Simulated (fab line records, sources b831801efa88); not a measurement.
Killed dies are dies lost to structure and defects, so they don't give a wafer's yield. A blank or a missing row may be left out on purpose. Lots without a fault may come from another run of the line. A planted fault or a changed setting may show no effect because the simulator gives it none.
fab line records | flow sfq_line
record lots=5 wafers=15 last_day=79
route steps=325 shown L0V@17 M0@28 I0@43 M1@58 M8@325
lots that met no fault: from a run of the same line without faults
start_h: hours from the record's first day to the start of the lot's first wafer shown | wait_h: hours since the lot's step before | " the same as in the row above | L1.1+2: a row that stands for several wafers | - no value, or no start given | * or withheld: withheld | < > ~ a bound
route shown NAME@n: a module of which the file shows steps, and the number in the route of the first | usual: mean/standard deviation of fault-free wafers | same: alike in all rows | chamber/n: place in a boat | sites: the reading at each site | _std_site: their standard deviation | _edge_site: outer sites' mean less inner sites' | radius_mm: how far each site lies from the wafer's centre | mask NAME#n: copy n | behind: the tool/chamber that last shaped the wafer | hold: why the lot was held/for how many hours/how that ended | device: the transistor (n, p or np) that didn't switch | end of line: the same wafers' tests at the end of the route | a step without rows: its recipe alone | killed: dies lost to structure and defects at the first sort, not the wafer's yield | map: a wafer's dies, x killed, . not, _ none there
set.NAME: the setting as run; set.NAME@STEP: as run at that earlier step | model.NAME: the simulator's own value behind a step, which no gauge read
lots at some steps of the route; a table a step, a row a wafer
services: from which hour (start_h, from the record's first day; less than 0 if before it) a tool's chamber was out of use, for how many hours, and why
## steps
# step SFQ_TRILAYER_L0_VIA_LITHO_COAT_018
# recipe resist=BARC spin_rpm=3000 resist_thk_nm=62
# step SFQ_TRILAYER_L0_VIA_LITHO_COAT_013
# recipe resist=KrF spin_rpm=3000 resist_thk_nm=650
# step SFQ_TRILAYER_L0_VIA_LITHO_SOFTBAKE_017
# recipe temp_c=withheld time_s=withheld resist=KrF
# step SFQ_TRILAYER_L0_VIA_LITHO_EXPOSE_014
# recipe mask_id=L0V na=0.6 source_shape=conventional sigma_outer=0.65 target_cd_nm=700 dose_mj=21.3
# step SFQ_TRILAYER_L0_VIA_LITHO_PEB_016
# recipe peb_temp_c=115 peb_time_s=60 resist=KrF
# step SFQ_TRILAYER_L0_VIA_LITHO_DEVELOP_015
# recipe time_s=60 resist=KrF
# step SFQ_L0V_OVL_MEAS_903
# usual L0V_OVL=1/4.3
# columns lot.wafer tool chamber start_h wait_h L0V_OVL[nm]
L177.1 overlay-01 - 192.40 0.1 10
L177.4 " - " " 1
L177.6 " - " " 5
L178.1 overlay-02 - 204.51 0.1 -1
L178.2 " - " " -2
L178.5 " - " " -5
L179.2 overlay-02 - 210.97 0.1 5
L179.4 " - " " 7
L179.6 " - " " 3
L181.2 overlay-02 - 216.97 0.1 -4
L181.4 " - " " -3
L181.5 " - " " 0
L192.3 overlay-01 - 276.52 0.1 -2
L192.5 " - " " -5
L192.6 " - " " -5
# step SFQ_TRILAYER_L0_VIA_BARC_OPEN_VIA_ETCH_021
# recipe mask_material=PR chemistry=O2 target_depth_nm=125 target=BARC source_w=500 bias_w=80 pressure_mtorr=30 time_s=41.7
# usual bias_w=80.01/0.22 drypump_motor_current_A=5.7/0.49 oes_product_au=0.685/0.0051
# same time_s=41.7
# columns lot.wafer tool chamber start_h wait_h bias_w drypump_motor_current_A oes_product_au rf_hours_counter_h
L177.1 rie_diel-02 0 192.44 0.0 80.17 4.8 0.684 128
L177.4 " 3 " " 79.86 6.1 0.682 -
L177.6 " 1 " " 80.10 5.7 0.692 -
L178.1 rie_diel-02 3 204.55 0.0 80.21 6.2 0.680 27
L178.2 " 2 " " 80.27 5.2 0.680 0
L178.5 " 3 " " 80.03 6.2 0.694 -
L179.2 rie_diel-03 1 211.00 0.0 79.86 5.6 0.681 77
L179.4 " 0 " " 79.84 5.2 0.676 4
L179.6 " 0 " " 79.60 5.2 0.681 -
L181.2 rie_diel-02 3 217.00 0.0 80.33 6.1 0.684 27
L181.4 " 2 " " 80.09 5.2 0.685 0
L181.5 " 0 " " 79.93 4.8 0.691 -
L192.3 rie_diel-04 1 276.54 0.0 80.24 6.3 0.691 97
L192.5 " 0 " " 80.31 5.4 0.691 -
L192.6 " 1 " " 80.35 6.2 0.688 -
# step SFQ_TRILAYER_L0_VIA_ETCH_VIA_ETCH_016
# recipe target=SiO2 stop_on=MoNx_KI mask_material=PR chemistry=CHF3 target_depth_nm=80 source_w=500 bias_w=80 pressure_mtorr=30 time_s=withheld
# step SFQ_TRILAYER_L0_VIA_STRIP_STRIP_017
# recipe gas=O2 power_w=200 platen_temp_c=40 overash_fraction=0.65 chemistry=O2 pressure_mtorr=50
# usual drypump_motor_current_A=6.0/0.47 he_backside_leak_sccm=3.4/0.35 oes_product_au=0.995/0.0097
# same overash_fraction=0.65
# columns lot.wafer tool chamber start_h wait_h drypump_motor_current_A he_backside_leak_sccm oes_product_au rf_hours_counter_h
L177.1 rie_metal-04 1 192.53 - 5.0 3.5 1.006 66
L177.4 " 0 " " 6.2 3.5 0.994 -
L177.6 " 0 " " 6.2 3.2 0.999 -
L178.1 rie_metal-01 1 204.63 - 6.0 3.7 0.993 153
L178.2 " 0 " " 5.8 3.0 0.997 99
L178.5 " 1 " " 6.1 3.5 0.998 -
L179.2 rie_metal-01 0 211.09 - 5.9 3.1 1.009 99
L179.4 " 0 " " 5.8 3.2 1.006 -
L179.6 " 0 " " 5.8 3.3 1.008 -
L181.2 rie_metal-01 0 217.29 - 5.9 3.4 0.993 -
L181.4 " 0 " " 5.9 3.3 0.996 -
L181.5 " 0 " " 5.9 3.1 0.998 -
L192.3 rie_metal-01 1 276.83 - 6.1 3.4 0.994 -
L192.5 " 0 " " 5.8 3.2 0.996 -
L192.6 " 1 " " 6.1 3.7 0.998 -
# step SFQ_TRILAYER_L0_VIA_STRIP_SOLV_CLEAN_018
# recipe chemistry=NMP temp_c=70 time_s=600
# step SFQ_TRILAYER_M0_DEP_PRE_CLEAN_020
# recipe gas=Ar time_s=15 bias_v=250
# step SFQ_TRILAYER_M0_DEP_SPUTTER_019
# recipe material=Nb base_pressure_pa=1.33e-06 chamber_pressure_pa=0.1333 substrate_temp_c=20 resputter_cathode_voltage_v=400 target_thk_nm=200 power_w=2000 time_s=133.3
# usual throttle_valve_pct=30.2/0.93
# columns lot.wafer tool chamber start_h wait_h throttle_valve_pct model.Nb_of_TRILAYER_M0_DEP_SPUTTER_019.thk_nm
L177.1 pvd_sputter-03 - 193.33 0.0 31.5 198.3
L177.4 " - " " 30.5 200.6
L177.6 " - " " 28.9 201.5
L178.1 pvd_sputter-05 - 205.45 0.0 29.0 199.6
L178.2 " - " " 31.3 198.5
L178.5 " - " " 29.9 199.8
L179.2 pvd_sputter-04 - 211.91 0.0 29.5 201.5
L179.4 " - " " 30.6 200.2
L179.6 " - " " 29.1 200
L181.2 pvd_sputter-04 - 218.51 0.0 31.6 202.6
L181.4 " - " " 29.5 204.1
L181.5 " - " " 31.5 201.3
L192.3 pvd_sputter-04 - 277.43 0.0 31.6 203.2
L192.5 " - " " 30.4 197
L192.6 " - " " 29.8 204.6
# step SFQ_M0_RS_MEAS_904
# recipe thk_meas_gauge=four-point-probe reads=Nb_of_TRILAYER_M0_DEP_SPUTTER_019
# usual M0_NB_RS=0.888/0.012
# columns lot.wafer tool chamber start_h wait_h M0_NB_RS[ohm/sq]
L177.1 film_metro-02 - 193.42 0.0 0.897
L177.4 " - " " 0.888
L177.6 " - " " 0.884
L178.1 film_metro-03 - 205.54 0.0 0.894
L178.2 " - " " 0.899
L178.5 " - " " 0.891
L179.2 film_metro-02 - 212.02 0.1 0.882
L179.4 " - " " 0.889
L179.6 " - " " 0.889
L181.2 film_metro-01 - 218.62 0.1 0.880
L181.4 " - " " 0.874
L181.5 " - " " 0.886
L192.3 film_metro-01 - 277.56 0.1 0.877
L192.5 " - " " 0.905
L192.6 " - " " 0.870
# step SFQ_TRILAYER_M0_LITHO_COAT_026
# recipe resist=BARC spin_rpm=3000 resist_thk_nm=62
# step SFQ_TRILAYER_M0_LITHO_COAT_021
# recipe resist=KrF spin_rpm=3000 resist_thk_nm=600
# step SFQ_TRILAYER_M0_LITHO_SOFTBAKE_025
# recipe temp_c=withheld time_s=withheld resist=KrF
# step SFQ_TRILAYER_M0_LITHO_EXPOSE_022
# recipe mask_id=M0 na=0.6 source_shape=conventional sigma_outer=0.65 target_cd_nm=500 dose_mj=14.4
# step SFQ_TRILAYER_M0_LITHO_PEB_024
# recipe peb_temp_c=115 peb_time_s=60 resist=KrF
# step SFQ_TRILAYER_M0_LITHO_DEVELOP_023
# recipe time_s=60 resist=KrF
# step SFQ_M0_OVL_MEAS_906
# usual M0_OVL=-1/5.9
# columns lot.wafer tool chamber start_h wait_h M0_OVL[nm]
L177.1 overlay-01 - 274.10 0.1 9
L177.4 " - " " 10
L177.6 " - " " 8
L178.1 overlay-02 - 286.10 0.1 -9
L178.2 " - " " -12
L178.5 " - " " 2
L179.2 overlay-01 - 292.11 0.1 -4
L179.4 " - " " -4
L179.6 " - " " 0
L181.2 overlay-02 - 301.71 0.1 -11
L181.4 " - " " -11
L181.5 " - " " -9
L192.3 overlay-02 - 394.51 0.1 7
L192.5 " - " " 6
L192.6 " - " " 2
# step SFQ_TRILAYER_M0_BARC_OPEN_METAL_ETCH_031
# recipe mask_material=PR chemistry=O2 target_depth_nm=125 target=BARC icp_w=600 bias_w=80 pressure_mtorr=10 time_s=41.7
# usual bias_w=80.01/0.24 drypump_motor_current_A=5.9/0.57 he_backside_leak_sccm=3.41/0.21 oes_product_au=0.685/0.0047
# same time_s=41.7
# columns lot.wafer tool chamber start_h wait_h bias_w drypump_motor_current_A he_backside_leak_sccm oes_product_au rf_hours_counter_h
L177.1 rie_metal-04 0 274.14 0.0 80.04 6.2 3.33 0.679 124
L177.4 " 1 " " 80.17 5.0 3.80 0.689 -
L177.6 " 1 " " 80.32 5.0 3.64 0.679 -
L178.1 rie_metal-02 1 286.14 0.0 80.06 6.0 3.56 0.685 114
L178.2 " 0 " " 80.26 4.8 3.42 0.685 1
L178.5 " 1 " " 79.79 6.0 3.57 0.687 -
L179.2 rie_metal-03 0 292.16 0.0 80.00 6.3 3.14 0.681 -
L179.4 " 0 " " 80.04 6.3 3.09 0.689 -
L179.6 " 0 " " 79.91 6.3 3.20 0.683 -
L181.2 rie_metal-04 0 301.74 0.0 80.26 6.2 3.42 0.691 127
L181.4 " 1 " " 80.05 5.0 3.72 0.682 -
L181.5 " 0 " " 80.01 6.2 3.34 0.685 -
L192.3 rie_metal-04 1 394.56 0.0 80.18 5.0 3.61 0.695 -
L192.5 " 0 " " 80.00 6.2 3.33 0.698 -
L192.6 " 1 " " 80.22 5.1 3.49 0.684 -
# step SFQ_TRILAYER_M0_ETCH_METAL_ETCH_024
# recipe target=Nb stop_on=SiO2 mask_material=PR chemistry=Cl2/Ar target_depth_nm=240 icp_w=600 bias_w=80 pressure_mtorr=10 time_s=120
# usual bias_w=79.98/0.25 drypump_motor_current_A=5.9/0.57 he_backside_leak_sccm=3.4/0.35 oes_product_au=0.896/0.008
# same time_s=120
# columns lot.wafer tool chamber start_h wait_h bias_w drypump_motor_current_A he_backside_leak_sccm oes_product_au rf_hours_counter_h model.M0.feature_depth_nm model.etch.depth_nm
L177.1 rie_metal-04 0 274.20 0.0 80.18 6.2 3.4 0.892 124 198.3 198.3
L177.4 " 1 " " 79.86 5.1 3.7 0.886 - 200.6 200.6
L177.6 " 1 " " 79.65 5.1 3.6 0.902 - 201.5 201.5
L178.1 rie_metal-02 1 286.20 0.0 79.82 6.0 3.5 0.894 114 199.6 199.6
L178.2 " 0 " " 80.39 4.8 3.4 0.897 1 198.5 198.5
L178.5 " 1 " " 79.88 6.0 3.5 0.888 - 199.8 199.8
L179.2 rie_metal-03 0 292.30 0.1 80.49 6.3 3.0 0.895 - 201.5 201.5
L179.4 " 0 " " 79.77 6.3 2.9 0.891 - 200.2 200.2
L179.6 " 0 " " 80.47 6.3 3.1 0.892 - 200 200
L181.2 rie_metal-04 0 301.80 0.0 80.26 6.3 3.4 0.909 127 202.6 202.6
L181.4 " 1 " " 79.94 5.0 3.6 0.902 - 204.1 204.1
L181.5 " 0 " " 80.22 6.2 3.3 0.896 - 201.3 201.3
L192.3 rie_metal-04 1 394.64 0.1 80.19 5.1 3.8 0.900 - 203.2 203.2
L192.5 " 0 " " 79.64 6.3 3.4 0.885 - 197 197
L192.6 " 1 " " 80.58 5.1 3.8 0.905 - 204.6 204.6
# step SFQ_TRILAYER_M0_STRIP_STRIP_025
# recipe gas=O2 power_w=200 platen_temp_c=40 overash_fraction=0.65 chemistry=O2 pressure_mtorr=50
# step SFQ_TRILAYER_M0_STRIP_SOLV_CLEAN_026
# recipe chemistry=NMP temp_c=70 time_s=600
# step SFQ_TRILAYER_I0_DEP_PECVD_027
# recipe material=SiO2 temp_c=150 time_s=111.11 pressure_torr=2.4 rf_w=183.3 precursor=SiH4/N2O target_thk_nm=500
# step SFQ_TRILAYER_I0_CMP_CMP_028
# recipe material=SiO2 down_force_psi=3 platen_rpm=60 pad_velocity_m_s=0.94248
# usual motor_current_A=9.9/0.89 time_to_endpoint_s=217/8.3
# columns lot.wafer tool chamber start_h wait_h motor_current_A time_to_endpoint_s
L177.4 cmp-02 2 283.84 8.7 10.5 219
L177.1 " 3 " " 9.8 219
L177.6 " 0 " " 8.8 220
L178.1 cmp-02 2 298.84 11.7 10.3 206
L178.2 " 3 " " 9.9 222
L178.5 " 1 300.34 13.2 9.1 226
L179.4 cmp-02 3 304.34 10.4 10.0 229
L179.2 " 1 305.34 11.4 8.8 222
L179.6 " 3 306.34 12.4 9.6 226
L181.4 cmp-01 2 319.08 16.3 9.0 209
L181.2 " 3 " " 9.6 206
L181.5 " 1 320.58 17.8 12.0 209
L192.3 cmp-01 3 396.58 1.0 10.4 219
L192.5 " 1 397.58 2.0 12.2 223
L192.6 " 2 " " 9.6 214
# step SFQ_I0_BOW_MEAS_907
# recipe mode=bow
# usual I0_BOW=3/6.3
# columns lot.wafer tool chamber start_h wait_h I0_BOW[um]
L177.1 film_metro-04 - 285.84 1.0 11
L177.4 " - " " -7
L177.6 " - " " -3
L178.1 film_metro-03 - 300.84 1.5 -3
L178.2 " - " " -4
L178.5 " - " " -1
L179.2 film_metro-03 - 306.86 1.0 0
L179.4 " - " " -8
L179.6 " - " " -4
L181.2 film_metro-02 - 321.60 1.5 -3
L181.4 " - " " 1
L181.5 " - " " 1
L192.3 film_metro-03 - 398.62 1.5 6
L192.5 " - " " 2
L192.6 " - " " 3
# step SFQ_TRILAYER_I0_METRO_MEASURE_029
# step SFQ_TRILAYER_I0_VIA_LITHO_COAT_036
# recipe resist=BARC spin_rpm=3000 resist_thk_nm=62
# step SFQ_TRILAYER_I0_VIA_LITHO_COAT_031
# recipe resist=KrF spin_rpm=3000 resist_thk_nm=650
# step SFQ_TRILAYER_I0_VIA_LITHO_SOFTBAKE_035
# recipe temp_c=withheld time_s=withheld resist=KrF
# step SFQ_TRILAYER_I0_VIA_LITHO_EXPOSE_032
# recipe mask_id=I0 na=0.6 source_shape=conventional sigma_outer=0.65 target_cd_nm=500 dose_mj=21.3
# step SFQ_TRILAYER_I0_VIA_LITHO_PEB_034
# recipe peb_temp_c=115 peb_time_s=60 resist=KrF
# step SFQ_TRILAYER_I0_VIA_LITHO_DEVELOP_033
# recipe time_s=60 resist=KrF
# step SFQ_I0_OVL_MEAS_908
# usual I0_OVL=-3/4.9
# columns lot.wafer tool chamber start_h wait_h I0_OVL[nm]
L177.1 overlay-01 - 412.50 0.1 -6
L177.4 " - " " -4
L177.6 " - " " -3
L178.1 overlay-02 - 430.50 0.1 0
L178.2 " - " " -5
L178.5 " - " " 1
L179.2 overlay-01 - 436.51 0.1 -4
L179.4 " - " " -8
L179.6 " - " " -2
L181.2 overlay-02 - 457.03 0.1 -6
L181.4 " - " " -2
L181.5 " - " " -2
L192.3 overlay-02 - 541.09 0.1 7
L192.5 " - " " 6
L192.6 " - " " 2
# step SFQ_TRILAYER_I0_VIA_BARC_OPEN_VIA_ETCH_046
# recipe mask_material=PR chemistry=O2 target_depth_nm=125 target=BARC source_w=500 bias_w=80 pressure_mtorr=30 time_s=41.7
# step SFQ_TRILAYER_I0_VIA_ETCH_VIA_ETCH_034
# recipe target=SiO2 stop_on=Nb mask_material=PR taper_deg=20 chemistry=CHF3 target_depth_nm=260 source_w=500 bias_w=80 pressure_mtorr=30 time_s=withheld
# usual bias_w=80.00/0.26 drypump_motor_current_A=5.6/0.43 oes_product_au=0.855/0.0055
# columns lot.wafer tool chamber start_h wait_h bias_w drypump_motor_current_A oes_product_au
L177.1 rie_diel-01 3 412.58 0.0 80.04 6.3 0.861
L177.4 " 1 " " 79.64 5.4 0.851
L177.6 " 3 " " 80.35 6.3 0.845
L178.1 rie_diel-01 1 430.58 0.0 80.24 5.4 0.849
L178.2 " 0 " " 80.22 5.4 0.846
L178.5 " 3 " " 80.18 6.3 0.859
L179.2 rie_diel-03 1 436.58 0.0 79.86 5.6 0.864
L179.4 " 0 " " 80.13 5.2 0.858
L179.6 " 2 " " 80.06 6.1 0.853
L181.2 rie_diel-02 3 457.10 0.0 80.27 6.1 0.856
L181.4 " 1 " " 79.74 5.7 0.846
L181.5 " 1 " " 79.92 5.7 0.857
L192.3 rie_diel-02 2 541.15 0.0 79.90 5.2 0.858
L192.5 " 2 " " 80.11 5.2 0.852
L192.6 " 1 " " 79.95 5.7 0.854
# step SFQ_TRILAYER_I0_VIA_STRIP_STRIP_035
# recipe gas=O2 power_w=200 platen_temp_c=40 overash_fraction=0.65 chemistry=O2 pressure_mtorr=50
# step SFQ_TRILAYER_I0_VIA_STRIP_SOLV_CLEAN_036
# recipe chemistry=NMP temp_c=70 time_s=600
# step SFQ_TRILAYER_M1_DEP_PRE_CLEAN_038
# recipe gas=Ar time_s=22.5 bias_v=250
# step SFQ_M8_BOW_MEAS_951
# recipe mode=bow
# usual M8_BOW=10/11
# columns lot.wafer tool chamber start_h wait_h M8_BOW[um] model.etest.m0.ohm_um model.etest.i0.link_ohm model.etest.m0.ohm_sq
L177.1 film_metro-03 - 1821.70 0.0 21 1.806 1.97 0.8986
L177.4 " - " " 2 1.768 1.964 0.8881
L177.6 " - " " 6 1.767 1.968 0.884
L178.1 film_metro-02 - 1824.12 0.0 11 1.782 1.955 0.8928
L178.2 " - " " 10 1.79 1.973 0.8973
L178.5 " - " " 13 1.779 1.954 0.8916
L179.2 film_metro-02 - 1829.05 0.0 8 1.772 1.985 0.8841
L179.4 " - " " -1 1.782 1.987 0.89
L179.6 " - " " 3 1.79 1.977 0.891
L181.2 film_metro-03 - 1879.50 0.0 -6 1.765 1.953 0.8794
L181.4 " - " " -5 1.751 1.943 0.8731
L181.5 " - " " -4 1.774 1.948 0.885
L192.3 film_metro-04 - 1898.72 0.0 23 1.749 1.942 0.8766
L192.5 " - " " 19 1.806 1.98 0.9045
L192.6 " - " " 20 1.74 1.933 0.8709
## services
# columns tool chamber start_h hours kind
cmp-02 - 176.32 0.7 repair
cmp-02 - 210.16 1.8 repair
rie_metal-02 1 211.05 1.7 repair
rie_diel-01 - 214.22 0.5 repair
rie_metal-01 1 216.92 7.1 repair
rie_metal-02 - 227.32 28.1 pm
rie_metal-01 - 235.00 0.5 repair
rie_diel-02 - 247.11 0.3 repair
pvd_sputter-04 - 261.08 1.4 repair
cmp-02 - 265.05 0.3 repair
rie_metal-04 - 275.47 2.8 pm
cmp-02 - 309.84 11.2 pm
rie_diel-02 - 313.50 2.4 repair
rie_diel-02 2 316.93 13.1 repair
rie_diel-02 3 317.40 33.7 repair
rie_metal-01 0 390.42 6.4 repair
rie_metal-01 - 392.58 1.4 pm
cmp-02 - 409.36 4.0 pm
cmp-02 - 416.36 6.2 pm
rie_diel-02 1 438.10 5.9 repair
cmp-02 - 452.19 2.1 repair
rie_diel-02 3 477.02 2.0 repair
rie_diel-02 3 523.98 6.2 repair
rie_diel-02 - 526.03 14.6 pm
## key
first_sign none at tools or gauges
model_effect step=SFQ_TRILAYER_M0_DEP_SPUTTER_019 value=Nb_of_TRILAYER_M0_DEP_SPUTTER_019.thk_nm without=205 struck=197
model_effect step=SFQ_TRILAYER_M0_ETCH_METAL_ETCH_024 value=M0.feature_depth_nm without=205 struck=197
model_effect step=SFQ_M8_BOW_MEAS_951 value=etest.m0.ohm_um without=1.735 struck=1.806
met_at SFQ_TRILAYER_M0_DEP_SPUTTER_019
struck_wafers L192.5
onset_between 211.91 277.43
fault kind=process_parameter_drift tool=pvd_sputter-04 chamber=- onset_h=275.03 steps=SFQ_TRILAYER_M0_DEP_SPUTTER_019 channel=target_thk_nm offset=-8.062 shape=step end_h=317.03 acts_in=these_recipes_only stated=200 scope=struck_wafers_only
